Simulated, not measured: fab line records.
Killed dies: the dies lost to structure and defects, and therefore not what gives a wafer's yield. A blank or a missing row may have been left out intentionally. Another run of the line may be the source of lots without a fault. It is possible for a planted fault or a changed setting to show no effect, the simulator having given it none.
Which tool is to blame? -- flow gf180mcu -- 14 lots, 42 wafers sampled, at 3 steps of a route of 602

WHAT THE GAUGES SHOWED, per wafer
GF_HV_LDD_THK_MEAS_57.
lot,measured,on,HV_LDD_CVD_56_THK (nm)
L145,day 12 14:17,film-metro-04,91.0 91.0 92.2
L146,day 12 19:25,film-metro-04,89.9 89.8 90.1
L147,day 13 00:17,film-metro-03,89.3 88.4 89.0
L148,day 13 16:52,film-metro-02,87.7 88.7 88.5
L150,day 14 02:12,film-metro-04,89.4 89.9 88.8
L152,day 14 23:31,film-metro-04,88.7 89.3 89.5
L158,day 16 21:40,film-metro-04,90.0 89.9 90.1
L159,day 17 02:32,film-metro-02,88.7 89.1 89.7
L160,day 17 15:56,film-metro-04,90.0 90.2 90.2
L161,day 17 18:25,film-metro-04,90.0 89.5 89.8
L163,day 18 09:55,film-metro-02,90.4 90.3 89.8
L164,day 18 20:39,film-metro-04,89.2 88.5 88.6
L165,day 19 06:16,film-metro-02,89.4 89.8 89.4
L167,day 19 23:09,film-metro-04,89.7 89.8 89.1

GF_NSD_OVL_MEAS_08.
lot,measured,on,NSD_OVL (nm)
L145,day 13 09:38,overlay-02,0.1 -1.2 0.1
L146,day 13 15:29,overlay-02,-0.7 -2.0 -0.6
L147,day 13 20:13,overlay-01,-1.6 -1.8 -2.1
L148,day 14 14:05,overlay-01,-0.6 -2.6 -2.4
L150,day 14 23:37,overlay-02,-0.2 -2.1 -0.3
L152,day 15 20:46,overlay-02,-0.5 -2.0 -1.6
L158,day 17 20:28,overlay-02,-3.2 -1.9 -1.7
L159,day 18 01:12,overlay-01,-3.4 -0.5 -0.4
L160,day 18 15:04,overlay-01,-0.6 -0.3 -0.1
L161,day 18 17:28,overlay-01,1.1 1.0 1.2
L163,day 19 09:59,overlay-01,-1.4 -0.7 -0.9
L164,day 19 20:37,overlay-01,1.2 -1.7 -2.5
L165,day 20 06:25,overlay-01,0.8 2.0 3.4
L167,day 20 23:50,overlay-02,0.6 -1.3 -2.0

GF_PSD_CD_MEAS_07 targets a cd of 400 nm.
lot,measured,on,cd-nm (nm)
L145,day 14 06:20,cd-sem-01,400.6 403.0 400.0
L146,day 14 12:36,cd-sem-02,399.9 399.5 401.4
L147,day 14 17:54,cd-sem-02,400.9 394.4 396.6
L148,day 15 11:38,cd-sem-01,400.2 397.6 397.9
L150,day 15 21:13,cd-sem-02,399.3 402.6 399.5
L152,day 16 18:46,cd-sem-01,399.2 399.6 397.5
L158,day 18 19:09,cd-sem-02,397.6 396.9 398.0
L159,day 19 00:44,cd-sem-02,393.9 394.5 393.9
L160,day 19 15:45,cd-sem-01,402.0 402.7 400.7
L161,day 19 18:36,cd-sem-01,403.2 400.3 403.0
L163,day 20 10:26,cd-sem-02,403.0 399.2 402.0
L164,day 20 21:04,cd-sem-01,404.0 403.5 401.0
L165,day 21 06:43,cd-sem-01,400.5 399.8 398.5
L167,day 21 23:18,cd-sem-01,401.3 403.0 402.2

TOOL THAT RAN EACH LOT (tool first, then ch and the chambers of the sampled wafers, then the start)
No process step before these readings appears in the record.

AS READ BY THE TOOLS THEMSELVES (means over the sampled wafers that have a number; for cases with no such wafer, the mark the record gives instead)
The record holds no such reading with a usual standard deviation.

THE ANSWER, worked out from the rows above alone
Rule: the usual values come from the lots themselves. The widest of any qualifying gaps counts: lots, ordered by their means at a reading, are off when they make up no more than a third of the lots, leave a main group of 4 or more, and stand apart from it by 3 or more times the standard deviation of that group's means. The tables above print the reading to a certain number of digits; a main group whose means all agree to those digits is not used. A lot without any number at a reading at which 4 lots or more have one is off too. All remaining lots with rows at the step are treated as sound. After the gauges, taken in route order, come the tools' own readings; for these a lot's mean is taken, as printed above. The first step at which some lot is off is used, and at that step the reading that is off furthest; a lot without a number counts as furthest.
No lot is off on any of the readings shown, so nothing can be concluded from this.

WHAT WAS PUT IN BY THE SIMULATOR
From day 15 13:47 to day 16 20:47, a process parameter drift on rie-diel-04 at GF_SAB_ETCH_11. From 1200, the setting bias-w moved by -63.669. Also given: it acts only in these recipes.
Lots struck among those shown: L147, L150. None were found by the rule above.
